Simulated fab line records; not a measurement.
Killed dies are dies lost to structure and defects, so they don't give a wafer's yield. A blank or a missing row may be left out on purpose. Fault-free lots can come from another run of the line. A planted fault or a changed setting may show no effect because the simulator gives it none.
Which tool is to blame?	flow gf180mcu	30 wafers from 10 lots sampled at 7 of the route's 602 steps

== WHAT EACH GAUGE READ, for each wafer ==
GF_V2_RS_MEAS_24: a four-point-probe measurement.
lot	measured	on	V2_W_RS (ohm/sq)
L337	day 20 23:39	film metro-04	0.325 0.327 0.330
L338	day 21 08:30	film metro-01	0.330 0.330 0.331
L339	day 21 16:10	film metro-04	0.326 0.331 0.324
L344	day 23 08:02	film metro-04	0.384 0.386 0.387 0.385 0.386 0.385
L345	day 23 17:28	film metro-04	0.394 0.388 0.392 0.394 0.389 0.392
L353	day 26 08:14	film metro-02	0.328 0.318 0.330
L354	day 26 19:38	film metro-04	0.327 0.329 0.327
L355	day 26 20:34	film metro-04	0.334 0.336 0.331
L356	day 27 05:28	film metro-02	0.331 0.327 0.331
L358	day 27 20:43	film metro-04	0.332 0.328 0.332

GF_V2_THK_MEAS_25: measures by xrf.
lot	measured	on	V2_W_THK (nm)
L337	day 20 23:46	film metro-04	367 363 358
L338	day 21 08:37	film metro-01	361 360 359
L339	day 21 16:16	film metro-04	365 360 368
L344	day 23 12:10	film metro-04	308 306 308 309 306 307
L345	day 23 21:32	film metro-04	300 305 302 300 305 302
L353	day 26 08:21	film metro-02	370 380 368
L354	day 26 19:45	film metro-04	365 363 366
L355	day 26 20:41	film metro-04	356 352 361
L356	day 27 05:35	film metro-02	371 378 375
L358	day 27 20:50	film metro-04	363 365 359

GF_V5_RS_MEAS_24: a four-point-probe measurement.
lot	measured	on	V5_W_RS (ohm/sq)
L337	day 27 20:38	film metro-02	0.330 0.329 0.328
L338	day 28 03:28	film metro-03	0.326 0.326 0.328
L339	day 28 09:52	film metro-02	0.322 0.320 0.327
L344	day 29 19:26	film metro-03	0.321 0.323 0.322
L345	day 30 01:08	film metro-01	0.321 0.321 0.328
L353	day 32 07:22	film metro-02	0.324 0.321 0.326
L354	day 32 20:10	film metro-03	0.318 0.320 0.321
L355	day 32 20:36	film metro-03	0.324 0.331 0.330
L356	day 32 23:31	film metro-01	0.332 0.323 0.319
L358	day 33 15:41	film metro-01	0.321 0.330 0.324

== EACH LOT AND THE TOOL THAT RAN IT (in order: tool; ch and the chambers of the sampled wafers; start) ==
lot	GF_V1_SPUTTER_22	GF_V2_CVD_23	GF_V2_CMP_26	GF_V4_CMP_26
L337	pvd sputter-02, day 18 19:18	cvd w-01 ch 0,1, day 20 23:32	cmp-01 ch 0,2, day 20 23:50	cmp-02 ch 0,1, day 25 03:32
L338	pvd sputter-02, day 19 05:23	cvd w-02 ch 0, day 21 08:22	cmp-01 ch 0,2,3, day 21 08:43	cmp-02 ch 0,1,3, day 25 09:38
L339	pvd sputter-02, day 19 11:52	cvd w-02 ch 0,1, day 21 16:04	cmp-01 ch 2,3, day 21 16:22	cmp-01 ch 0,1, day 25 16:35
L344	pvd sputter-02, day 21 06:26	cvd w-01 ch 0,1, day 23 07:55	cmp-02 ch 1,2,3, day 23 14:22	cmp-02 ch 1,2,3, day 27 04:13
L345	pvd sputter-03, day 21 15:52	cvd w-01 ch 0,1, day 23 17:21	cmp-01 ch 2,3, day 24 01:41	cmp-02 ch 1,2, day 27 12:13
L353	pvd sputter-02, day 24 10:21	cvd w-02 ch 0,1, day 26 08:07	cmp-01 ch 0,1,2, day 26 08:25	cmp-02 ch 0,1,2, day 29 22:07
L354	pvd sputter-03, day 24 22:39	cvd w-01 ch 0,1, day 26 19:31	cmp-02 ch 1,3, day 26 19:49	cmp-01 ch 0,1,2, day 30 12:05
L355	pvd sputter-02, day 24 23:43	cvd w-01 ch 0,1, day 26 20:27	cmp-02 ch 0,1,3, day 26 20:50	cmp-01 ch 2,3, day 30 12:23
L356	pvd sputter-03, day 25 08:02	cvd w-02 ch 0,1, day 27 05:21	cmp-02 ch 0,2,3, day 27 05:41	cmp-01 ch 0,1,3, day 30 17:01
L358	pvd sputter-02, day 26 01:09	cvd w-01 ch 0,1, day 27 20:36	cmp-02 ch 0,1,2, day 27 21:07	cmp-01 ch 0,1,3, day 31 10:12
- GF_V1_SPUTTER_22: material TiN, target thk 10 nm, time 40 s.
- GF_V2_CVD_23: deposits W, target thk 350 nm, time 104.94 s.
- GF_V2_CMP_26: polishes, stops on SiO2, t overpolish 15 s, target thk 0 nm.
- GF_V4_CMP_26: polishes, stops on SiO2, t overpolish 15 s, target thk 0 nm.

== WHAT THE TOOLS THEMSELVES READ (means of the sampled wafers that have a number; where no wafer has one, the mark that the record gives instead) ==
GF_V1_SPUTTER_22.
lot	tool	throttle valve pct (%)
L337	pvd sputter-02	29.6
L338	pvd sputter-02	29.7
L339	pvd sputter-02	29.3
L344	pvd sputter-02	29.7
L345	pvd sputter-03	30.4
L353	pvd sputter-02	29.5
L354	pvd sputter-03	30.4
L355	pvd sputter-02	29.8
L356	pvd sputter-03	28.3
L358	pvd sputter-02	29.3

GF_V2_CVD_23.
lot	tool	heater power w (W)	susceptor temp C (C)
L337	cvd w-01	824	400.14
L338	cvd w-02	786	399.90
L339	cvd w-02	791	399.97
L344	cvd w-01	736	391.11
L345	cvd w-01	730	390.79
L353	cvd w-02	790	400.01
L354	cvd w-01	802	400.16
L355	cvd w-01	826	400.17
L356	cvd w-02	795	400.17
L358	cvd w-01	837	399.97

GF_V2_CMP_26.
lot	tool	head pressure psi (psi)	motor current A (A)	time to endpoint s (s)
L337	cmp-01	3.501	11.1	84
L338	cmp-01	3.502	10.9	82
L339	cmp-01	3.507	10.5	79
L344	cmp-02	3.505	12.5	73
L345	cmp-01	3.503	10.5	71
L353	cmp-01	3.501	11.7	87
L354	cmp-02	3.510	12.8	81
L355	cmp-02	3.491	11.8	84
L356	cmp-02	3.496	11.9	84
L358	cmp-02	3.512	12.3	83

GF_V4_CMP_26.
lot	tool	head pressure psi (psi)	motor current A (A)	overpolish run s (s)	time to endpoint s (s)
L337	cmp-02	3.495	12.5	15.004	82
L338	cmp-02	3.509	11.5	15.001	84
L339	cmp-01	3.500	11.8	14.999	79
L344	cmp-02	3.494	12.6	14.998	83
L345	cmp-02	3.497	12.6	14.998	89
L353	cmp-02	3.499	12.6	15.003	84
L354	cmp-01	3.503	11.4	14.999	86
L355	cmp-01	3.497	10.6	15.003	78
L356	cmp-01	3.497	11.5	14.997	85
L358	cmp-01	3.499	11.6	15.001	85

== THE ANSWER, worked out from the rows above alone ==
Rule: usual is defined by the lots themselves. Put in order of their means at a reading, lots are off if they are a third of the lots or fewer, leave a main group of 4 or more, and stand apart from it by a gap of 3 or more times the standard deviation of the main group's means; of several such gaps the widest counts. The tables above print the reading to a certain number of digits; a main group whose means all agree to those digits is not used. Also off: a lot with no number at a reading for which 4 or more lots have one. Where the step has rows for the other lots, those lots are counted as sound. After the gauges, taken in route order, come the tools' own readings; for these a lot's mean is taken, as printed above. At the first step where some lot is off, the reading lying furthest off is the one used; lots without a number count as furthest.
Off: L344, L345, seen at GF_V2_RS_MEAS_24 (V2_W_RS). The main group: mean 0.329 ohm/sq, standard deviation 0.0025.
A tool fits if, at a process step before that reading, it ran every lot that is off, and no sound lot after the first of them. Not tried: the gauges at GF_V2_RS_MEAS_24; whatever is off there is also off at GF_V2_CVD_23, on other tools, and gauge error can't account for it. Of those tried, none fits.

== WHAT THE SIMULATOR PUT IN ==
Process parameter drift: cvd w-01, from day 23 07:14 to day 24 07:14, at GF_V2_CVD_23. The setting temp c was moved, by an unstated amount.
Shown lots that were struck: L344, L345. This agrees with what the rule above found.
